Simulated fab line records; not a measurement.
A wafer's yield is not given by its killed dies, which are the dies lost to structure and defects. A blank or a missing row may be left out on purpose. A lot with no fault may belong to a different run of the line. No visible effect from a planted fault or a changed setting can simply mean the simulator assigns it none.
Comparing a struck lot with a sound one	flow gf180mcu	15 steps out of a route of 602
Sound: the wafers L115.2, L115.5, L115.6. Struck: wafer L131.1 (left out: L131.5, a lot-mate that was not struck); the cause follows at the end.
Per side, at each step with rows, come the tool, then ch with its chambers, and then its first start. Under that, the readings that differ: sound wafers	struck wafers	difference of the means	sigmas: that difference in standard deviations of wafers without a fault.
alike: readings whose means differ by less than 2 such deviations, and words and numbers that are the same on both sides. not compared: withheld readings, readings that some wafer has no value for, bounds like >300 that may hide the same value, and numbers for which the record gives no deviation and whose values overlap.
Wherever a step has rows on one side only, a row that says differs or no value, or a row with sigmas, the two part there. Non-overlapping numbers with no deviation appear without sigmas and do not part them. Lack of a reading on every wafer of one side parts them only where that side has two or more wafers.

first, 9 steps without rows for these wafers: GF_MIM_STRIP_21 (strips in post etch residue remover, time 1200 s); GF_MIM_CLEAN_22 (cleans in DIW); GF_M5_DEHYDRATE_00 (time 60 s); GF_M5_HMDS_01 (prime time 60 s); GF_M5_COAT_02 (resist thk 1000 nm); GF_M5_SOFTBAKE_03 (time 60 s); GF_M5_EXPOSE_04 (exposes mask Metal5, target cd 280 nm); GF_M5_PEB_05 (peb time 90 s); GF_M5_DEVELOP_06 (develop time 60 s).
GF_M5_CD_MEAS_07: the cd target is 280 nm.
  sound: cdSem-02 at day 26 19:09; struck: cdSem-01 at day 32 02:25
  alike: cdNm
GF_M5_OVL_MEAS_08:
  sound: overlay-01 at day 26 19:15; struck: overlay-01 at day 32 02:32
reading	sound	struck	difference	sigmas
M5_OVL (nm)	-3 -4 -6	9	+13	+2
GF_M5_ETCH_09: etches Si3N4 in CF4/O2, target depth 52 nm, time 11.6 s.
  sound on rieDiel-02 ch 1,2,3, day 26 19:17; struck on rieDiel-03 ch 2, day 32 02:34
  alike: drypumpMotorCurrentA, oesProductAu, throttleValvePct
  not compared: rfHoursCounterH
GF_M5_METAL_ETCH_10: etches the open film in Cl2/BCl3, stops on SiO2, target depth 750.8 nm, time 125.1 s.
  sound on rieMetal-01 ch 0,1, day 26 19:18; struck on rieMetal-03 ch 0, day 32 02:35
reading	sound	struck	difference	sigmas
oesProductAu (a.u.)	0.991 1.000 0.988	0.955	-0.038	-7
runLengthS (s)	152.9 153.5 152.9	163.8	+10.7	+25
throttleValvePct (%)	28.233 28.218 28.217	28.262	+0.039	+4
model.KrF_of_M5_COAT_02.thkNm (nm)	639.6 647.5 644.6	613	-31	
  alike: drypumpMotorCurrentA
  not compared: rfHoursCounterH
GF_M5_STRIP_11: strips in O2/N2.
  sound on plasmaAsher-02 ch 0,1, day 26 19:26; struck on plasmaAsher-04 ch 1, day 32 02:51
reading	sound	struck	difference	sigmas
heaterPowerW (W)	320 315 334	387	+64	+3
oesProductAu (a.u.)	0.516 0.530 0.530	0.505	-0.020	-4
stripTimeToEndpointS (s)	6.94 7.01 7.00	6.68	-0.30	-5
  alike: drypumpMotorCurrentA, o2FlowSccm, platenTempC
  not compared: rfHoursCounterH
then, 1 step without rows for these wafers: GF_M5_STRIP_12 (strips in post etch residue remover, time 1200 s).

WHERE THEY PART
First at GF_M5_OVL_MEAS_08; last, within this record, at GF_M5_STRIP_11.

WHY: the cause the simulator had injected
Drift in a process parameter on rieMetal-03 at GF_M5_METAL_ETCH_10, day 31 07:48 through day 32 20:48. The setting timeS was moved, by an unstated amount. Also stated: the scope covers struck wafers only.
